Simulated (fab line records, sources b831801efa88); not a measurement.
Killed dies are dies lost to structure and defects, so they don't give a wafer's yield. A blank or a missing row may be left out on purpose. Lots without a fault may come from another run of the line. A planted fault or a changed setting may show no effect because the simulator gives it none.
Chamber matching | flow gf180mcu | GF_V3_CVD_02 on pecvd-03: 3 sister chambers
The step deposits SiO2 from TEOS, target thk 850 nm, time 94.851 s. 6 wafers are shown with their chamber, then 12 later ones without.

WAFERS WITH THEIR CHAMBER
wafer  | chamber | heater_power_w (W)
L085.1 | 1       | 666
L085.2 | 0       | 541
L085.3 | 2       | 582
L085.4 | 0       | 577
L085.5 | 2       | 634
L085.6 | 1       | 531

WAFERS WITHOUT THEIR CHAMBER
wafer  | heater_power_w (W)
L086.2 | 568
L086.4 | 595
L086.5 | 597
L088.1 | 615
L088.2 | 661
L088.4 | 657
L093.1 | 635
L093.2 | 612
L093.6 | 564
L096.3 | 650
L096.4 | 541
L096.5 | 490

WHICH CHAMBER EACH WENT THROUGH
wafer  | from the rows above          | in truth
L086.2 | can't be placed: 0 or 1 or 2 | 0
L086.4 | can't be placed: 1 or 2 or 0 | 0
L086.5 | can't be placed: 1 or 2 or 0 | 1
L088.1 | can't be placed: 2 or 1 or 0 | 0
L088.2 | can't be placed: 2 or 1 or 0 | 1
L088.4 | can't be placed: 2 or 1 or 0 | 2
L093.1 | can't be placed: 2 or 1 or 0 | 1
L093.2 | can't be placed: 2 or 1 or 0 | 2
L093.6 | can't be placed: 0 or 1 or 2 | 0
L096.3 | can't be placed: 2 or 1 or 0 | 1
L096.4 | can't be placed: 0 or 1 or 2 | 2
L096.5 | can't be placed: 0 or 1 or 2 | 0
Placed correctly: 0 of 12. Can't be placed from these rows: 12 (the true chamber is among the candidates in 12). Placed wrongly: 0.
How it was worked out, from the rows above alone: a wafer's distance from a chamber is the root of the sum, over the readings, of the square of ((its reading less the chamber's mean) divided by the reading's scatter). The wafer belongs to the nearest chamber; if the next one is less than 2 further off, it can't be placed. A chamber's mean is the mean of its shown wafers. The scatter: the root of (the sum of the squares of (reading less its chamber's mean) over the shown wafers, divided by (wafers less chambers)).
